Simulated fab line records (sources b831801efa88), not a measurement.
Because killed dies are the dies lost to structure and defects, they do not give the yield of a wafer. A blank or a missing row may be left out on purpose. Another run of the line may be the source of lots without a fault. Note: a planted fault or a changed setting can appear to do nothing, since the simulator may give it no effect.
What tool caused it? | flow sky130 | 33 wafers from 11 lots sampled at 4 of the route's 708 steps

== WHAT THE GAUGES READ, wafer by wafer ==
SKY_CAPM_RS_MEAS_03: a four-point-probe measurement. Usual: for CAPM_TIN_RS the level is 6.93 ohm/sq and the standard deviation is 0.11.
lot  | measured     | on           | CAPM_TIN_RS (ohm/sq) | flag
L719 | day 36 18:09 | filmMetro-02 | 6.88 7.00 6.95       | 
L720 | day 37 04:43 | filmMetro-03 | 6.94 7.11 6.85       | 
L721 | day 37 11:44 | filmMetro-01 | 7.02 6.77 6.82       | 
L723 | day 38 05:40 | filmMetro-02 | 6.82 7.06 6.73       | 
L728 | day 40 11:17 | filmMetro-02 | 6.98 6.75 6.75       | 
L730 | day 40 17:02 | filmMetro-02 | 6.90 6.91 7.02       | 
L731 | day 40 17:07 | filmMetro-01 | 7.01 6.88 7.02       | 
L733 | day 41 07:19 | filmMetro-01 | 7.05 6.95 6.88       | 
L735 | day 41 16:57 | filmMetro-03 | 7.05 7.02 6.80       | 
L737 | day 42 07:17 | filmMetro-01 | 6.78 6.83 6.85       | 
L741 | day 43 14:08 | filmMetro-01 | 6.77 6.72 6.98       | 

SKY_CAPM_THK_MEAS_04: measures by xrf. Usual: for CAPM_TIN_THK the level is 199 nm and the standard deviation is 3.3.
lot  | measured     | on           | CAPM_TIN_THK (nm) | flag
L719 | day 36 18:16 | filmMetro-02 | 202 197 199       | 
L720 | day 37 04:50 | filmMetro-03 | 201 195 203       | 
L721 | day 37 11:52 | filmMetro-01 | 196 204 203       | 
L723 | day 38 05:46 | filmMetro-02 | 204 195 205       | 
L728 | day 40 11:25 | filmMetro-02 | 197 203 205       | 
L730 | day 40 17:08 | filmMetro-02 | 200 200 197       | 
L731 | day 40 17:14 | filmMetro-01 | 197 200 198       | 
L733 | day 41 07:26 | filmMetro-01 | 197 200 201       | 
L735 | day 41 17:04 | filmMetro-03 | 196 197 204       | 
L737 | day 42 07:25 | filmMetro-01 | 204 203 203       | 
L741 | day 43 14:14 | filmMetro-01 | 204 204 197       | 

SKY_VIA3_THK_MEAS_01. Usual: for VIA3_HDPCVD_THK the level is 1635 nm and the standard deviation is 17.
lot  | measured     | on           | VIA3_HDPCVD_THK (nm)          | flag
L719 | day 39 00:53 | filmMetro-02 | 1634 1637 1626                | 
L720 | day 39 10:22 | filmMetro-02 | 1611 1628 1617                | 
L721 | day 39 17:34 | filmMetro-04 | 1647 1607 1641                | 
L723 | day 40 10:58 | filmMetro-03 | 1627 1661 1615                | 
L728 | day 42 13:26 | filmMetro-04 | 1260 1300 1257 1261 1299 1258 | OFF
L730 | day 42 19:02 | filmMetro-03 | 1306 1322 1286 1305 1323 1287 | OFF
L731 | day 42 19:32 | filmMetro-04 | 1645 1632 1656                | 
L733 | day 43 08:37 | filmMetro-02 | 1635 1630 1644                | 
L735 | day 43 17:53 | filmMetro-03 | 1651 1659 1663                | 
L737 | day 44 05:37 | filmMetro-04 | 1641 1623 1643                | 
L741 | day 45 11:45 | filmMetro-04 | 1642 1641 1643                | 

== EACH LOT AND THE TOOL THAT RAN IT (in order: tool; ch and the chambers of the sampled wafers; start) ==
lot  | SKY_VIA3_HDPCVD_00
L719 | hdpcvd-02 ch 0,1, day 39 00:42
L720 | hdpcvd-02 ch 0,1, day 39 10:13
L721 | hdpcvd-01 ch 0,1, day 39 17:24
L723 | hdpcvd-02 ch 0,1,2, day 40 10:47
L728 | hdpcvd-01 ch 0,1,2, day 42 13:17
L730 | hdpcvd-01 ch 1,2, day 42 18:50
L731 | hdpcvd-02 ch 0,1, day 42 19:22
L733 | hdpcvd-02 ch 0,2, day 43 08:28
L735 | hdpcvd-02 ch 0,1,2, day 43 17:43
L737 | hdpcvd-02 ch 0,1, day 44 05:27
L741 | hdpcvd-02 ch 0,1,2, day 45 11:38
- SKY_VIA3_HDPCVD_00: deposits SiO2, target thk 1635 nm, time 272.5 s.

== WHAT THE TOOLS THEMSELVES READ (means of the sampled wafers that have a number; where no wafer has one, the mark that the record gives instead) ==
SKY_VIA3_HDPCVD_00. Usual: sih4FlowSccm at 60.00 sccm, with a standard deviation of 0.19.
lot  | tool      | sih4FlowSccm (sccm) | flag
L719 | hdpcvd-02 | 59.92               | 
L720 | hdpcvd-02 | 59.95               | 
L721 | hdpcvd-01 | 59.94               | 
L723 | hdpcvd-02 | 59.88               | 
L728 | hdpcvd-01 | 47.91               | OFF
L730 | hdpcvd-01 | 48.05               | OFF
L731 | hdpcvd-02 | 59.90               | 
L733 | hdpcvd-02 | 60.23               | 
L735 | hdpcvd-02 | 59.98               | 
L737 | hdpcvd-02 | 59.87               | 
L741 | hdpcvd-02 | 59.88               | 

== THE ANSWER, worked out from the rows above alone ==
Rule: take the mean of a lot's wafers that have a number; if it is more than 3 standard deviations from the usual mean, the lot is off. Also off: a lot with no number at a reading for which 4 or more lots have one. All remaining lots with rows at the step are treated as sound. Order of review: gauges by route order, followed by the tools' own readings, for which a lot's mean as printed above is used. At the first step where some lot is off, the reading lying furthest off is the one used; lots without a number count as furthest.
Off: at SKY_VIA3_THK_MEAS_01 (VIA3_HDPCVD_THK), L728, L730.
If a tool, at a process step before that reading, ran all the lots that are off and no sound lot after the first of them, it fits. Not tried: the gauges at SKY_VIA3_THK_MEAS_01; whatever is off there is also off at SKY_VIA3_HDPCVD_00, on other tools, and gauge error can't account for it. One fits: hdpcvd-01 at SKY_VIA3_HDPCVD_00. Its last sound lot is L721 (day 39 17:24), its first lot that is off L728 (day 42 13:17): a fault that began between those two fits.
On the lots that are off, the tool's own readings at SKY_VIA3_HDPCVD_00 differ by more than 5 times the standard deviation of the sound lots' means, which bears it out; sih4FlowSccm reads 47.98 sccm there versus 59.95 sccm on the sound lots.

== WHAT WAS PUT IN BY THE SIMULATOR ==
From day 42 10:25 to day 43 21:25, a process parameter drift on hdpcvd-01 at SKY_VIA3_HDPCVD_00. A move of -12 in setting sih4FlowSccm, from 60. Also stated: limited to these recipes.
Lots struck among those shown: L728, L730. The rule above reached the same finding.
